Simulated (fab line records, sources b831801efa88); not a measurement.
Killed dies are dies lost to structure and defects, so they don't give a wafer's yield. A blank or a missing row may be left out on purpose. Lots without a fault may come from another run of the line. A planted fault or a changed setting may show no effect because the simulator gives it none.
Tool commonality check | flow sky130 | 14 lots, 51 wafers sampled

WHY IT WAS OPENED
At SKY_VT_ADJUST_HVTR_OVL_MEAS_08 the reading VT_ADJUST_HVTR_OVL is flagged on 3 of 14 lots. Wafers without a fault read 1.4 nm, standard deviation 1.4.
Rule: a lot is flagged when every wafer of it that has a number lies more than 4 standard deviations from that mean, or none has a number. The other lots count as sound.

lot  | measured     | on         | VT_ADJUST_HVTR_OVL (nm), wafer by wafer | flag
L862 | day 9 21:44  | overlay-01 | 0.4 0.8 1.8                             |
L864 | day 10 13:05 | overlay-01 | -1.4 2.3 -0.8                           |
L865 | day 10 20:01 | overlay-01 | 0.5 1.4 1.1                             |
L866 | day 11 06:06 | overlay-02 | -0.4 1.0 -0.5                           |
L868 | day 11 16:11 | overlay-02 | 1.2 -0.1 0.8                            |
L869 | day 11 22:38 | overlay-01 | 1.7 2.1 0.9                             |
L870 | day 12 16:41 | overlay-01 | 0.9 2.4 0.3                             |
L871 | day 12 19:35 | overlay-02 | -0.1 0.3 1.7                            |
L872 | day 12 20:44 | overlay-02 | 2.3 2.1 3.0                             |
L874 | day 13 23:00 | overlay-01 | -0.1 2.3 1.4                            |
L876 | day 14 01:31 | overlay-01 | 152.6 152.8 153.0 150.4 150.4 151.1     | FLAGGED
L877 | day 14 20:26 | overlay-02 | 151.3 152.8 153.1 149.5 151.6 150.8     | FLAGGED
L878 | day 14 23:41 | overlay-02 | 153.0 153.8 153.6 150.7 151.5 151.8     | FLAGGED
L883 | day 16 07:29 | overlay-02 | 2.4 2.1 1.3                             |
The numbers of the flagged lots are 151.9 nm on average: +150.5 nm against the usual, or +99 or more standard deviations.

WHICH TOOL RAN EACH LOT
The record holds 1 process step before the reading, out of a route of 708 steps. In each cell: the tool, then ch and the chambers that the sampled wafers went through, then the start.
lot  | flag    | SKY_VT_ADJUST_HVTR_EXPOSE_04
L862 |         | iline_stepper-02 ch 0, day 9 10:24
L864 |         | iline_stepper-02 ch 0, day 10 01:38
L865 |         | iline_stepper-01 ch 0, day 10 08:28
L866 |         | iline_stepper-02 ch 0, day 10 19:00
L868 |         | iline_stepper-02 ch 0, day 11 05:02
L869 |         | iline_stepper-02 ch 0, day 11 11:02
L870 |         | iline_stepper-01 ch 0, day 12 09:05
L871 |         | iline_stepper-01 ch 0, day 12 11:25
L872 |         | iline_stepper-01 ch 0, day 12 12:13
L874 |         | iline_stepper-02 ch 0, day 13 09:07
L876 | FLAGGED | iline_stepper-01 ch 0, day 13 13:21
L877 | FLAGGED | iline_stepper-01 ch 0, day 14 05:08
L878 | FLAGGED | iline_stepper-01 ch 0, day 14 08:52
L883 |         | iline_stepper-02 ch 0, day 15 17:31
What these steps do:
- SKY_VT_ADJUST_HVTR_EXPOSE_04: exposes mask HVTRM, target cd 380 nm.
- SKY_VT_ADJUST_HVTR_OVL_MEAS_08

FLAGGED OVER TOTAL, TOOL BY TOOL (the gauges that took the reading come last)
step                           | tool             | lots run | flagged | share of the flagged lots | sound lots run after its first flagged lot
SKY_VT_ADJUST_HVTR_EXPOSE_04   | iline_stepper-01 | 7        | 3       | all                       | 0
SKY_VT_ADJUST_HVTR_EXPOSE_04   | iline_stepper-02 | 7        | 0       | none                      | -
SKY_VT_ADJUST_HVTR_OVL_MEAS_08 | overlay-01       | 7        | 1       | some                      | 0
SKY_VT_ADJUST_HVTR_OVL_MEAS_08 | overlay-02       | 7        | 2       | some                      | 1 (L883)

WHAT THE TABLE ALLOWS
1 row of the table ran every flagged lot: iline_stepper-01 at SKY_VT_ADJUST_HVTR_EXPOSE_04.
- iline_stepper-01 at SKY_VT_ADJUST_HVTR_EXPOSE_04: 3 of its 7 lots flagged. Its last sound lot is L872 (day 12 12:13), its first flagged lot L876 (day 13 13:21): a fault that began between those two fits.
One tool is left: iline_stepper-01 at SKY_VT_ADJUST_HVTR_EXPOSE_04.

WHAT THE SIMULATOR HAD PUT IN
Scanner matching overlay: iline_stepper-01, from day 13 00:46 on, at SKY_VT_ADJUST_HVTR_EXPOSE_04. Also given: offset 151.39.
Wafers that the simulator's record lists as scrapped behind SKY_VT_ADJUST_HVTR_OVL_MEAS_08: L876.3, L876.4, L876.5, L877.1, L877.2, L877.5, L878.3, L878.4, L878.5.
Lots struck among those shown: L876, L877, L878. The rule above found the same.
